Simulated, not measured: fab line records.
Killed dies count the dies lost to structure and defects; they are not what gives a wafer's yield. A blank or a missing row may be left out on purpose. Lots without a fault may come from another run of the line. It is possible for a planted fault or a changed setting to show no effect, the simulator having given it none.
Split-lot trial / flow sky130 / route with 708 steps; 5 lots, 23 wafers read

ON THE SPLIT
At SKY_VT_ADJUST_NCORE_DEVELOP_06 (develop time 60 s), the setting dev-temp-c was moved away from the recipe's 23 C on 9 of the 23 wafers read, by -7.1% to +15.3%. For the rest of the wafers, this setting stayed at what the recipe calls for.

Between the split and the reading, the file records no step.

THE READING
cd-nm (nm) at SKY_VT_ADJUST_NCORE_CD_MEAS_07, where the cd target is 380 nm. On this fab line, fault-free wafers typically give 379.5 nm with a standard deviation of 2.9 nm.

wafer=L074.1; tool, chamber at the split=litho-track-02, 0; dev-temp-c as run, C=23; against the recipe=recipe; cd-nm, nm=377.8; against lot-mates on the recipe=-
wafer=L074.2; tool, chamber at the split=litho-track-02, 0; dev-temp-c as run, C=23; against the recipe=recipe; cd-nm, nm=375.6; against lot-mates on the recipe=-
wafer=L074.3; tool, chamber at the split=litho-track-02, 0; dev-temp-c as run, C=21.36; against the recipe=-7.1%; cd-nm, nm=381.2; against lot-mates on the recipe=+5.6
wafer=L074.4; tool, chamber at the split=litho-track-02, 0; dev-temp-c as run, C=23; against the recipe=recipe; cd-nm, nm=373.5; against lot-mates on the recipe=-
wafer=L074.6; tool, chamber at the split=litho-track-02, 0; dev-temp-c as run, C=21.36; against the recipe=-7.1%; cd-nm, nm=381.4; against lot-mates on the recipe=+5.8
wafer=L077.1; tool, chamber at the split=litho-track-01, 0; dev-temp-c as run, C=26.52; against the recipe=+15.3%; cd-nm, nm=367.0; against lot-mates on the recipe=-14.6
wafer=L077.2; tool, chamber at the split=litho-track-01, 0; dev-temp-c as run, C=23; against the recipe=recipe; cd-nm, nm=381.2; against lot-mates on the recipe=-
wafer=L077.3; tool, chamber at the split=litho-track-01, 0; dev-temp-c as run, C=26.52; against the recipe=+15.3%; cd-nm, nm=367.9; against lot-mates on the recipe=-13.8
wafer=L077.4; tool, chamber at the split=litho-track-01, 0; dev-temp-c as run, C=26.52; against the recipe=+15.3%; cd-nm, nm=366.9; against lot-mates on the recipe=-14.8
wafer=L077.5; tool, chamber at the split=litho-track-01, 0; dev-temp-c as run, C=23; against the recipe=recipe; cd-nm, nm=382.1; against lot-mates on the recipe=-
wafer=L079.1; tool, chamber at the split=litho-track-02, 0; dev-temp-c as run, C=23; against the recipe=recipe; cd-nm, nm=376.4; against lot-mates on the recipe=-
wafer=L079.4; tool, chamber at the split=litho-track-02, 0; dev-temp-c as run, C=23; against the recipe=recipe; cd-nm, nm=378.4; against lot-mates on the recipe=-
wafer=L079.5; tool, chamber at the split=litho-track-02, 0; dev-temp-c as run, C=23; against the recipe=recipe; cd-nm, nm=378.2; against lot-mates on the recipe=-
wafer=L080.1; tool, chamber at the split=litho-track-04, 0; dev-temp-c as run, C=23; against the recipe=recipe; cd-nm, nm=378.1; against lot-mates on the recipe=-
wafer=L080.2; tool, chamber at the split=litho-track-04, 0; dev-temp-c as run, C=23; against the recipe=recipe; cd-nm, nm=380.9; against lot-mates on the recipe=-
wafer=L080.4; tool, chamber at the split=litho-track-04, 0; dev-temp-c as run, C=26.15; against the recipe=+13.7%; cd-nm, nm=370.0; against lot-mates on the recipe=-9.1
wafer=L080.5; tool, chamber at the split=litho-track-04, 0; dev-temp-c as run, C=26.15; against the recipe=+13.7%; cd-nm, nm=369.9; against lot-mates on the recipe=-9.2
wafer=L080.6; tool, chamber at the split=litho-track-04, 0; dev-temp-c as run, C=23; against the recipe=recipe; cd-nm, nm=378.3; against lot-mates on the recipe=-
wafer=L085.1; tool, chamber at the split=litho-track-04, 0; dev-temp-c as run, C=23; against the recipe=recipe; cd-nm, nm=385.2; against lot-mates on the recipe=-
wafer=L085.2; tool, chamber at the split=litho-track-04, 0; dev-temp-c as run, C=25.02; against the recipe=+8.8%; cd-nm, nm=377.3; against lot-mates on the recipe=-9.1
wafer=L085.3; tool, chamber at the split=litho-track-04, 0; dev-temp-c as run, C=23; against the recipe=recipe; cd-nm, nm=386.6; against lot-mates on the recipe=-
wafer=L085.4; tool, chamber at the split=litho-track-04, 0; dev-temp-c as run, C=25.02; against the recipe=+8.8%; cd-nm, nm=379.7; against lot-mates on the recipe=-6.7
wafer=L085.6; tool, chamber at the split=litho-track-04, 0; dev-temp-c as run, C=23; against the recipe=recipe; cd-nm, nm=387.3; against lot-mates on the recipe=-

FIT RESULTS
A straight line over all 23 wafers: cd-nm changes by -0.656 nm for each +1% of dev-temp-c; r = -0.78; the points scatter about the line by 3.8 nm.
The same after taking each lot's own level away (the mean of its wafers on the recipe; 23 wafers): -0.844 nm for each +1%; r = -0.97; scatter 1.4 nm.
According to that fit, moving dev-temp-c by its largest amount changes the reading by 13 nm.
The span of the lots' own levels, 375.63 to 386.37 nm, comes to 3.7 times the standard deviation stated above.
So the lot-to-lot level blurs the effect unless lot-mates are compared.
Check: with one of the wafers moved furthest among these (+15.3%) left out of the fit, the line predicts -12.6 nm for it against its lot-mates. Against them it came out at -14.6 nm.

OTHER SPLITS APPLIED TO THESE WAFERS
Before the reading, these wafers also passed through other splits. Each is held against what the fit with the lots' levels taken away leaves over:
other split on the same wafers=SKY_FIELD_ISO_OXIDATION_01 temp-c; wafers away from the commonest value=10; r with cd-nm (lot level and that fit taken away)=-0.32
other split on the same wafers=SKY_FIELD_ISO_COAT_08 resist-thk-nm; wafers away from the commonest value=5; r with cd-nm (lot level and that fit taken away)=-0.13
other split on the same wafers=SKY_FIELD_ISO_DEVELOP_12 develop-time-s; wafers away from the commonest value=8; r with cd-nm (lot level and that fit taken away)=-0.05
other split on the same wafers=SKY_NWELL_OXIDATION_01 temp-c; wafers away from the commonest value=15; r with cd-nm (lot level and that fit taken away)=+0.41
other split on the same wafers=SKY_DNWELL_COAT_02 spin-rpm; wafers away from the commonest value=7; r with cd-nm (lot level and that fit taken away)=-0.04
other split on the same wafers=SKY_NWELL_IMPLANT_24 dose-cm2; wafers away from the commonest value=6; r with cd-nm (lot level and that fit taken away)=+0.36
other split on the same wafers=SKY_VT_ADJUST_LVTN_IMPLANT_19 dose-cm2; wafers away from the commonest value=6; r with cd-nm (lot level and that fit taken away)=+0.14

THE FILE'S OWN FIT
cd-nm changes by -0.826 nm for each +1% of dev-temp-c, r = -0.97.
